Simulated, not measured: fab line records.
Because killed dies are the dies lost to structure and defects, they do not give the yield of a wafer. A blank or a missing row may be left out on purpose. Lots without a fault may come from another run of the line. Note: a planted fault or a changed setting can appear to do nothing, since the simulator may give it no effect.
The tool behind it: which one?	flow gf180mcu	Sampling: 13 lots, 39 wafers, 4 of 602 route steps

WHAT THE GAUGES SHOWED, per wafer
GF_V4_BOW_MEAS_05.
lot	measured	on	V4_BOW (um)
L587	day 23 11:23	film metro-04	136 145 129
L588	day 23 16:46	film metro-03	133 112 134
L589	day 24 00:33	film metro-04	137 150 140
L590	day 24 13:55	film metro-04	126 135 127
L591	day 24 21:55	film metro-01	145 137 131
L592	day 25 06:58	film metro-03	129 134 134
L593	day 25 08:59	film metro-03	142 143 142
L595	day 26 01:04	film metro-04	146 130 134
L600	day 27 18:32	film metro-01	118 138 127
L601	day 28 02:08	film metro-03	125 129 126
L608	day 30 05:40	film metro-01	141 124 125
L609	day 30 15:56	film metro-01	135 136 144
L610	day 30 16:32	film metro-04	126 133 135

GF_MIM_THK_MEAS_06.
lot	measured	on	MIM_CVD_05_THK (nm)
L587	day 24 10:34	film metro-04	40.9 41.4 41.6
L588	day 24 17:15	film metro-04	42.3 41.6 41.9
L589	day 24 23:47	film metro-02	42.4 41.6 43.3
L590	day 25 13:06	film metro-02	41.7 41.9 42.0
L591	day 25 20:44	film metro-04	41.4 41.4 42.1
L592	day 26 05:43	film metro-01	42.6 43.4 42.3
L593	day 26 08:17	film metro-04	40.6 40.9 42.3
L595	day 26 23:06	film metro-02	41.0 41.0 41.7
L608	day 31 01:02	film metro-02	41.0 41.5 42.0
L609	day 31 11:20	film metro-01	41.7 41.2 41.9
L610	day 31 11:56	film metro-02	42.0 41.5 42.2

EACH LOT AND THE TOOL THAT RAN IT (in order: tool; ch and the chambers of the sampled wafers; start)
lot	GF_V4_STRIP_18	GF_V4_CMP_26
L587	plasma asher-01 ch 0,1, day 24 09:04	cmp-02 ch 2,3, day 24 10:00
L588	plasma asher-03 ch 0,1, day 24 15:46	cmp-01 ch 0,2, day 24 16:45
L589	plasma asher-01 ch 0,1, day 24 22:13	cmp-01 ch 1,2, day 24 23:13
L590	plasma asher-03 ch 0,1, day 25 11:35	cmp-02 ch 0,1,3, day 25 12:32
L591	plasma asher-04 ch 0,1, day 25 19:16	cmp-01 ch 0,1,3, day 25 20:17
L592	plasma asher-01 ch 0,1, day 26 04:11	cmp-02 ch 0,2,3, day 26 05:07
L593	plasma asher-01 ch 0,1, day 26 06:46	cmp-01 ch 0,2,3, day 26 07:44
L595	plasma asher-04 ch 0,1, day 26 21:37	cmp-02 ch 0,1,2, day 26 22:35
L600	plasma asher-01 ch 0,1, day 28 14:13	cmp-01 ch 0,1,2, day 28 15:28
L601	plasma asher-03 ch 0,1, day 28 21:25	cmp-01 ch 0,2,3, day 28 22:20
L608	plasma asher-03 ch 0,1, day 30 23:31	cmp-02 ch 0,2,3, day 31 00:28
L609	plasma asher-04 ch 0,1, day 31 09:34	cmp-02 ch 0,1,2, day 31 10:46
L610	plasma asher-01 ch 0,1, day 31 10:04	cmp-02 ch 0,1,3, day 31 11:22
- GF_V4_STRIP_18: strips in O2/N2.
- GF_V4_CMP_26: polishes, stops on SiO2, t overpolish 15 s, target thk 0 nm.

AS READ BY THE TOOLS THEMSELVES (means over the sampled wafers that have a number; for cases with no such wafer, the mark the record gives instead)
GF_V4_STRIP_18.
lot	tool	drypump motor current A (A)	heater power w (W)	n2 flow sccm (sccm)	oes product au (a.u.)
L587	plasma asher-01	5.8	334	300.0	0.591
L588	plasma asher-03	5.4	338	300.0	0.597
L589	plasma asher-01	5.7	358	300.1	0.592
L590	plasma asher-03	5.7	315	299.6	0.591
L591	plasma asher-04	5.9	290	299.9	0.595
L592	plasma asher-01	5.7	352	299.6	0.589
L593	plasma asher-01	5.7	346	300.7	0.594
L595	plasma asher-04	6.0	272	300.1	0.593
L600	plasma asher-01	5.7	350	300.0	0.590
L601	plasma asher-03	5.7	320	300.1	0.600
L608	plasma asher-03	5.7	324	298.9	0.595
L609	plasma asher-04	5.9	297	299.9	0.588
L610	plasma asher-01	5.8	334	299.0	0.592

GF_V4_CMP_26.
lot	tool	motor current A (A)	overpolish run s (s)	time to endpoint s (s)
L587	cmp-02	10.5	14.988	84
L588	cmp-01	11.5	15.006	83
L589	cmp-01	10.8	15.006	81
L590	cmp-02	11.3	15.008	79
L591	cmp-01	11.7	15.000	82
L592	cmp-02	11.1	15.006	85
L593	cmp-01	11.4	14.992	83
L595	cmp-02	10.8	14.999	84
L600	cmp-01	10.8	0.042	133
L601	cmp-01	11.3	0.040	129
L608	cmp-02	11.2	15.008	82
L609	cmp-02	10.5	14.996	82
L610	cmp-02	11.2	15.006	77

THE ANSWER, worked out from the rows above alone
Rule: what is usual is taken from the lots themselves. The widest of any qualifying gaps counts: lots, ordered by their means at a reading, are off when they make up no more than a third of the lots, leave a main group of 4 or more, and stand apart from it by 3 or more times the standard deviation of that group's means. Not used: any main group whose means are identical at the precision the tables above print for the reading. A lot without any number at a reading at which 4 lots or more have one is off too. All remaining lots with rows at the step are treated as sound. First the gauges in route order, then the tools' own readings, where a lot's mean is used as printed above. At the first step where some lot is off, the reading lying furthest off is the one used; lots without a number count as furthest.
Off: L600, L601 (GF_V4_CMP_26, overpolish run s). Main group: mean 15.001 s, sd 0.0066.
If a tool, at that step or one of the process steps before it, ran each lot that is off and ran no sound lot following the first of them, it fits. One candidate fits, namely cmp-01 at GF_V4_CMP_26. A fault onset in the window from L593 (day 26 07:44, its last sound lot) to L600 (day 28 15:28, its first lot off) fits.
The tool's own readings at GF_V4_CMP_26 bear it out: on the lots that are off they differ by more than 5 times the standard deviation of the sound lots' means. overpolish run s reads 0.041 s there against 15.001 s on the sound lots; time to endpoint s reads 131 s there against 82 s on the sound lots.

WHAT WAS PUT IN BY THE SIMULATOR
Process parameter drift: cmp-01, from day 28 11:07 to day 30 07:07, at GF_V4_CMP_26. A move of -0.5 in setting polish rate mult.
Struck lots among those shown: L600, L601. The same result came from the rule above.
